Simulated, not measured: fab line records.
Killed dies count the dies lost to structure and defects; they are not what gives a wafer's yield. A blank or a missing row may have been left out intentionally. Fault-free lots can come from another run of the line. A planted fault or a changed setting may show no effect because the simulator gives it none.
Split-lot study | flow sky130 | 23 wafers read across 5 lots, on a route 708 steps long

## SPLIT DETAILS
At SKY_SONOS_ONO_DEVELOP_12 (develop time 60 s), the setting dev-temp-c was moved away from the recipe's 23 C on 4 of the 23 wafers read, by -10.1% to +11.4%. All remaining wafers had this setting at the recipe value.

Between the split and the reading, the file records no step.

## THE READING
cd-nm at SKY_SONOS_ONO_CD_MEAS_13, given in nm (cd target 410 nm). A value of 409.8 nm with a standard deviation of 2.3 nm is what fault-free wafers of this fab line usually give.

wafer  | tool, chamber at the split | dev-temp-c as run, C | against the recipe | cd-nm, nm | against lot-mates on the recipe
L077.1 | litho-track-03, 0          | 23                   | recipe             | 406.2     | -
L077.4 | litho-track-03, 0          | 23                   | recipe             | 406.1     | -
L077.6 | litho-track-03, 0          | 23                   | recipe             | 405.7     | -
L078.1 | litho-track-03, 0          | 23                   | recipe             | 407.4     | -
L078.2 | litho-track-03, 0          | 23                   | recipe             | 409.9     | -
L078.4 | litho-track-03, 0          | 23                   | recipe             | 410.0     | -
L078.5 | litho-track-03, 0          | 23                   | recipe             | 410.9     | -
L078.6 | litho-track-03, 0          | 23                   | recipe             | 408.7     | -
L081.1 | litho-track-03, 0          | 20.67                | -10.1%             | 405.0     | -5.6
L081.2 | litho-track-03, 0          | 23                   | recipe             | 410.8     | -
L081.3 | litho-track-03, 0          | 23                   | recipe             | 410.7     | -
L081.4 | litho-track-03, 0          | 20.67                | -10.1%             | 406.1     | -4.5
L081.5 | litho-track-03, 0          | 23                   | recipe             | 410.2     | -
L082.2 | litho-track-02, 0          | 25.62                | +11.4%             | 420.2     | +9.6
L082.3 | litho-track-02, 0          | 25.62                | +11.4%             | 417.8     | +7.2
L082.4 | litho-track-02, 0          | 23                   | recipe             | 412.7     | -
L082.5 | litho-track-02, 0          | 23                   | recipe             | 409.4     | -
L082.6 | litho-track-02, 0          | 23                   | recipe             | 409.7     | -
L083.1 | litho-track-02, 0          | 23                   | recipe             | 408.6     | -
L083.3 | litho-track-02, 0          | 23                   | recipe             | 408.6     | -
L083.4 | litho-track-02, 0          | 23                   | recipe             | 407.8     | -
L083.5 | litho-track-02, 0          | 23                   | recipe             | 407.1     | -
L083.6 | litho-track-02, 0          | 23                   | recipe             | 410.4     | -

THE FIT
A straight line over all 23 wafers: cd-nm changes by +0.638 nm for each +1% of dev-temp-c; r = +0.82; the points scatter about the line by 2.1 nm.
The same after taking each lot's own level away (the mean of its wafers on the recipe; 23 wafers): +0.629 nm for each +1%; r = +0.93; scatter 1.2 nm.
That fit puts the effect of the largest move of dev-temp-c on the reading at 7.2 nm.
The span of the lots' own levels, 406.00 to 410.60 nm, comes to 2.0 times the standard deviation stated above.
The two slopes agree, so the slope changes little with the lot-to-lot level.
Check: with one of the wafers moved furthest among these (+11.4%) left out of the fit, the line predicts +6.37 nm for it against its lot-mates. Against them it came out at +9.6 nm.

## OTHER SPLITS ON THESE WAFERS
Other splits were also applied to these wafers ahead of the reading. Each is held against what the fit with the lots' levels taken away leaves over:
other split on the same wafers         | wafers away from the commonest value | r with cd-nm (lot level and that fit taken away)
SKY_VT_ADJUST_HVTR_EXPOSE_04 dose-mj   | 7                                    | +0.01
SKY_VT_ADJUST_PCH_IMPLANT_08 dose-cm2  | 9                                    | -0.57
SKY_SONOS_TUNNEL_IMPLANT_09 energy-kev | 4                                    | +0.11
SKY_SONOS_ONO_OXIDATION_00 ox-time-s   | 15                                   | -0.05

## THE WHOLE CHAIN: every reading that the file lists as answering this split, in the file's order
step                     | what it does                                                       | reading                                                          | change (the file's fit)               | r (the file's)
SKY_SONOS_ONO_CD_MEAS_13 | target cd 410 nm                                                   | cd-nm                                                            | +0.63 nm for each +1% of the setting  | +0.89
SKY_SONOS_ONO_ETCH_15    | etches the open film in CHF3/O2, target depth 19.52 nm, time 7.8 s | SONOS_ONO.cd-nm (the simulator's own value, which no gauge read) | +0.642 nm for each +1% of the setting | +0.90

## THE FILE'S OWN FIT
cd-nm changes by +0.63 nm for each +1% of dev-temp-c, r = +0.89.
